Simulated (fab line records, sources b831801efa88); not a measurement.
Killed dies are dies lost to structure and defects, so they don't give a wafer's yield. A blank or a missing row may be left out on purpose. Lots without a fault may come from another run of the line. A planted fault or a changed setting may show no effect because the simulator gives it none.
fab line records | flow sky130 | part 2 of 2: steps 43 to 43 of 43
record lots=6 wafers=18 last_day=50
route steps=708 shown LI_CONTACT@369 LOCAL_INTERCONNECT@387 CONTACT@406 PAD_OPEN@708
lots that met no fault: from a run of the same line without faults
start_h: hours from the record's first day to the start of the lot's first wafer shown | wait_h: hours since the lot's step before | " the same as in the row above | L1.1+2: a row that stands for several wafers | - no value, or no start given | * or withheld: withheld | < > ~ a bound
route shown NAME@n: a module of which the file shows steps, and the number in the route of the first | usual: mean/standard deviation of fault-free wafers | same: alike in all rows | chamber/n: place in a boat | sites: the reading at each site | _std_site: their standard deviation | _edge_site: outer sites' mean less inner sites' | radius_mm: how far each site lies from the wafer's centre | mask NAME#n: copy n | behind: the tool/chamber that last shaped the wafer | hold: why the lot was held/for how many hours/how that ended | device: the transistor (n, p or np) that didn't switch | end of line: the same wafers' tests at the end of the route | a step without rows: its recipe alone | killed: dies lost to structure and defects at the first sort, not the wafer's yield | map: a wafer's dies, x killed, . not, _ none there
set.NAME: the setting as run; set.NAME@STEP: as run at that earlier step | model.NAME: the simulator's own value behind a step, which no gauge read
lots at some steps of the route; a table a step, a row a wafer
services: from which hour (start_h, from the record's first day; less than 0 if before it) a tool's chamber was out of use, for how many hours, and why
## steps
# step SKY_PAD_OPEN_PROBE_99
# usual killed_at_M0_to_M3=44/7.1 killed_at_M4_up=3.1/1.9 killed_at_contacts=25/5.8 killed_at_front_end=16/4.5 killed_at_other=0.3/0.52 killed_dies=88/9.1 killed_on_rim=17/4 killed_open=48/6.8 killed_short=39/5.8
# same gross_dies=492 killed_at_back_side=0
# columns lot.wafer tool chamber start_h wait_h killed_at_M0_to_M3 killed_at_M4_up killed_at_contacts killed_at_front_end killed_at_other killed_dies killed_on_rim killed_open killed_short
L910.3 prober-01 - 1132.25 0.2 34 3 16 16 0 69 16 35 34
L910.5 prober-01 - 1132.35 0.2 49 1 19 12 1 82 17 43 38
L910.6 prober-01 - 1132.40 0.2 51 6 17 12 0 86 18 47 39
L919.1 prober-02 - 1165.35 0.1 33 3 23 25 0 84 15 47 37
L919.3 prober-02 - 1165.45 0.2 38 2 23 21 1 85 19 41 44
L919.6 prober-02 - 1165.60 0.2 39 0 21 21 0 81 24 49 32
L920.3 prober-01 - 1168.33 0.2 27 5 75 17 0 124 21 29 41
L920.4 prober-01 - 1168.38 0.2 34 2 62 12 1 111 24 47 35
L920.6 prober-01 - 1168.48 0.2 40 1 72 10 0 123 26 44 47
L923.1 prober-02 - 1178.16 0.1 41 2 39 14 0 96 24 40 33
L923.3 prober-02 - 1178.26 0.2 39 3 50 9 0 101 20 46 27
L923.4 prober-02 - 1178.31 0.2 48 4 54 21 0 127 28 57 40
L925.2 prober-02 - 1191.66 0.1 57 4 38 10 0 109 25 59 50
L925.3 prober-02 - 1191.71 0.2 47 4 28 15 0 94 23 51 42
L925.5 prober-02 - 1191.81 0.2 50 5 24 8 0 87 15 49 37
L927.4 prober-02 - 1197.12 0.2 39 4 21 9 1 74 17 39 35
L927.5 prober-02 - 1197.17 0.2 40 8 21 17 2 88 19 38 48
L927.6 prober-02 - 1197.22 0.2 38 3 21 16 0 78 13 46 32
# killed by level:class
L910.3 VIA1:geometric_particle:open=8 CONTACT:geometric_particle:open=6 VIA3:geometric_particle:open=6 VIA1:geometric_particle:short=5 FIELD_ISO:geometric_particle:open=4 METAL1:geometric_particle:short=4 METAL3:geometric_particle:short=4 FIELD_ISO:geometric_particle:short=3
L910.5 VIA1:geometric_particle:open=13 VIA1:geometric_particle:short=8 CONTACT:geometric_particle:open=7 METAL1:geometric_particle:short=7 LI_CONTACT:geometric_particle:open=6 METAL2:geometric_particle:short=5 VIA2:geometric_particle:short=5 FIELD_ISO:geometric_particle:open=4
L910.6 VIA1:geometric_particle:open=10 VIA3:geometric_particle:open=8 CONTACT:geometric_particle:open=7 METAL1:geometric_particle:short=7 VIA2:geometric_particle:open=7 METAL2:geometric_particle:short=6 LOCAL_INTERCONNECT:geometric_particle:short=5 POLY_GATE:geometric_particle:open=3
L919.1 VIA1:geometric_particle:open=8 LI_CONTACT:geometric_particle:open=7 VIA2:geometric_particle:open=7 FIELD_ISO:geometric_particle:short=6 POLY_GATE:geometric_particle:short=6 CONTACT:geometric_particle:short=6 METAL2:geometric_particle:short=6 CONTACT:geometric_particle:open=5
L919.3 FIELD_ISO:geometric_particle:short=9 VIA1:geometric_particle:short=8 LI_CONTACT:geometric_particle:open=7 CONTACT:geometric_particle:open=7 VIA1:geometric_particle:open=6 VIA2:geometric_particle:open=5 METAL1:geometric_particle:short=5 FIELD_ISO:geometric_particle:open=4
L919.6 CONTACT:geometric_particle:open=10 VIA1:geometric_particle:open=10 METAL2:geometric_particle:short=9 LI_CONTACT:geometric_particle:open=7 VIA2:geometric_particle:open=6 VIA3:geometric_particle:open=6 FIELD_ISO:geometric_particle:open=5 POLY_GATE:geometric_particle:short=5
L920.3 LI_CONTACT:unspecified=54 VIA1:geometric_particle:short=7 CONTACT:geometric_particle:open=6 VIA1:geometric_particle:open=5 LI_CONTACT:geometric_particle:open=5 LI_CONTACT:geometric_particle:short=5 FIELD_ISO:geometric_particle:short=4 POLY_GATE:geometric_particle:short=4
L920.4 LI_CONTACT:unspecified=29 LI_CONTACT:geometric_particle:open=12 CONTACT:geometric_particle:open=11 VIA1:geometric_particle:open=11 METAL2:geometric_particle:short=8 LOCAL_INTERCONNECT:geometric_particle:short=5 FIELD_ISO:geometric_particle:short=4 METAL1:geometric_particle:short=4
L920.6 LI_CONTACT:unspecified=31 CONTACT:geometric_particle:open=11 VIA1:geometric_particle:open=9 LOCAL_INTERCONNECT:geometric_particle:short=8 LI_CONTACT:geometric_particle:open=7 CONTACT:geometric_particle:short=7 VIA1:geometric_particle:short=6 FIELD_ISO:geometric_particle:short=5
L923.1 LI_CONTACT:unspecified=23 CONTACT:geometric_particle:open=8 METAL1:geometric_particle:short=7 VIA1:geometric_particle:open=7 VIA3:geometric_particle:open=7 METAL2:geometric_particle:short=6 CONTACT:geometric_particle:short=5 FIELD_ISO:geometric_particle:short=4
L923.3 LI_CONTACT:unspecified=28 CONTACT:geometric_particle:open=10 VIA1:geometric_particle:open=8 VIA2:geometric_particle:open=8 LI_CONTACT:geometric_particle:open=6 LI_CONTACT:geometric_particle:short=4 METAL1:geometric_particle:short=4 VIA3:geometric_particle:open=4
L923.4 LI_CONTACT:unspecified=30 LI_CONTACT:geometric_particle:open=8 CONTACT:geometric_particle:open=8 VIA1:geometric_particle:open=7 VIA3:geometric_particle:open=7 VIA2:geometric_particle:open=6 FIELD_ISO:geometric_particle:short=5 POLY_GATE:geometric_particle:open=5
L925.2 VIA1:geometric_particle:open=15 CONTACT:geometric_particle:open=12 LI_CONTACT:geometric_particle:open=8 VIA1:geometric_particle:short=8 LOCAL_INTERCONNECT:geometric_particle:short=7 VIA3:geometric_particle:open=6 VIA3:geometric_particle:short=6 CONTACT:geometric_particle:short=6
L925.3 LI_CONTACT:geometric_particle:open=11 CONTACT:geometric_particle:open=9 METAL1:geometric_particle:short=8 VIA2:geometric_particle:open=7 METAL2:geometric_particle:short=6 VIA3:geometric_particle:open=6 CONTACT:geometric_particle:short=5 VIA1:geometric_particle:short=5
L925.5 VIA1:geometric_particle:open=11 LI_CONTACT:geometric_particle:open=9 VIA1:geometric_particle:short=9 VIA3:geometric_particle:open=8 VIA2:geometric_particle:open=6 CONTACT:geometric_particle:open=6 CONTACT:geometric_particle:short=5 METAL1:geometric_particle:short=5
L927.4 VIA1:geometric_particle:open=9 METAL1:geometric_particle:short=8 CONTACT:geometric_particle:open=8 LI_CONTACT:geometric_particle:open=6 METAL3:geometric_particle:short=4 VIA2:geometric_particle:short=4 VIA2:geometric_particle:open=4 POLY_CUT:geometric_particle:open=3
L927.5 CONTACT:geometric_particle:open=10 VIA2:geometric_particle:open=8 VIA1:geometric_particle:open=7 LOCAL_INTERCONNECT:geometric_particle:short=6 METAL2:geometric_particle:short=6 FIELD_ISO:geometric_particle:short=5 POLY_GATE:geometric_particle:open=5 METAL1:geometric_particle:short=5
L927.6 CONTACT:geometric_particle:open=9 VIA3:geometric_particle:open=9 VIA1:geometric_particle:open=8 FIELD_ISO:geometric_particle:open=5 METAL1:geometric_particle:short=5 POLY_GATE:geometric_particle:open=4 CONTACT:geometric_particle:short=4 LI_CONTACT:geometric_particle:open=3
# map L920.3 (x killed, . not)
__________.x........_________
________.....x..x...x._______
______...x........x....._____
_____........x..........x____
____.....x.x.x............___
___...x.......x............__
__x.............x.x........._
_.....x..x..x.........x...x.x
_x.....x.......x......x......
_................x..........x
_xx........x...x......xx.....
_.........x....xx...x.......x
_.x..........x...x.x.x.......
_...........x....xxxxxx......
_xxxx.........xxxxxxxx.x.x...
__..x.x.......xxxxxxxxxx...._
___......x...x.xxxxxxxx..x.__
____.........x.xxxxxxxx...___
_____......xx..xxxxxxx.xx____
______....xx...x.xxxxxxx_____
________.........xx..._______
__________....xxxx.._________
# map L923.4 (x killed, . not)
__________..x.....xx_________
________.............._______
______..............x..._____
_____.x...........x......____
____x..........x..x..x....___
___x.xxxxx......xx.........__
__...xx....x.x..x....x...x.._
_...x.x..xx......x...........
_..x...x.......xxxxxx.x..x...
_.x.x.................xx...x.
_.xx.......x.....x.....x....x
_x..xx...x......x..x..x..x.x.
_xxxxx..............x........
_xxxxx..x......x...x......x..
_xxxxxx......x.xxx.x...x....x
__xxxxx...x..........x.x...._
___xxxx..........x......x..__
____xxx.........x..x.....x___
_____xx.x.......x.x...x..____
______.....x..x.x.....x._____
________..x..x.x.xxx.x_______
__________.....xx..._________
## services
# columns tool chamber start_h hours kind
rie_diel-02 2 734.75 6.1 repair
cmp-02 - 744.00 4.0 pm
cmp-02 - 748.00 - consumable_replace:conditioner
cmp-02 - 748.00 - consumable_replace:pad
rie_diel-04 2 752.19 2.8 repair
cmp-02 - 752.54 1.6 repair
rie_diel-04 0 772.54 15.9 repair
rie_diel-03 1 785.65 4.7 repair
cmp-01 - 785.94 0.7 repair
cvd_w-02 - 839.81 2.8 pm
rie_diel-04 0 841.54 22.2 repair
cmp-02 - 851.36 11.3 repair
pvd_sputter-02 2 854.70 - consumable_replace:kit
pvd_sputter-02 2 854.70 18.0 scheduled_down
pvd_sputter-02 2 854.70 18.0 vent_cycle
rie_diel-02 3 854.74 - clean
rie_diel-02 3 854.74 25.3 scheduled_down
rie_diel-02 3 854.74 25.3 vent_cycle
rie_diel-03 1 863.55 5.5 repair
rie_diel-02 0 865.92 7.0 repair
cmp-02 - 870.86 1.5 repair
pvd_sputter-01 1 871.67 - consumable_replace:kit
pvd_sputter-01 1 871.67 18.0 scheduled_down
pvd_sputter-01 1 871.67 18.0 vent_cycle
## key
first_sign step=SKY_PAD_OPEN_PROBE_99 reading=killed_at_contacts direction=up sigmas=5.9 usual=25 struck=59
effect step=SKY_PAD_OPEN_PROBE_99 reading=killed_dies direction=up sigmas=2.9 usual=88 struck=114
met_at SKY_LI_CONTACT_SPUTTER_19
struck_wafers L920.3,L920.4,L920.6,L923.1,L923.3,L923.4
tester_left_out L920,L923
onset_between 750.07 799.75
also_fits SKY_LI_CONTACT_SPUTTER_20:pvd_sputter-01
fault kind=chamber_particle_source tool=pvd_sputter-01 chamber=- onset_h=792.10 steps=SKY_LI_CONTACT_SPUTTER_19 rate_per_visit_cm2=1.1803 end_h=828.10
# tester_left_out: of these lots the tester's yield and bins aren't shown, on N5 and GAA mostly nor the transistor test; their killed dies are dies lost to structure and defects alone, not to doping, threshold or leakage, so they don't give the yield
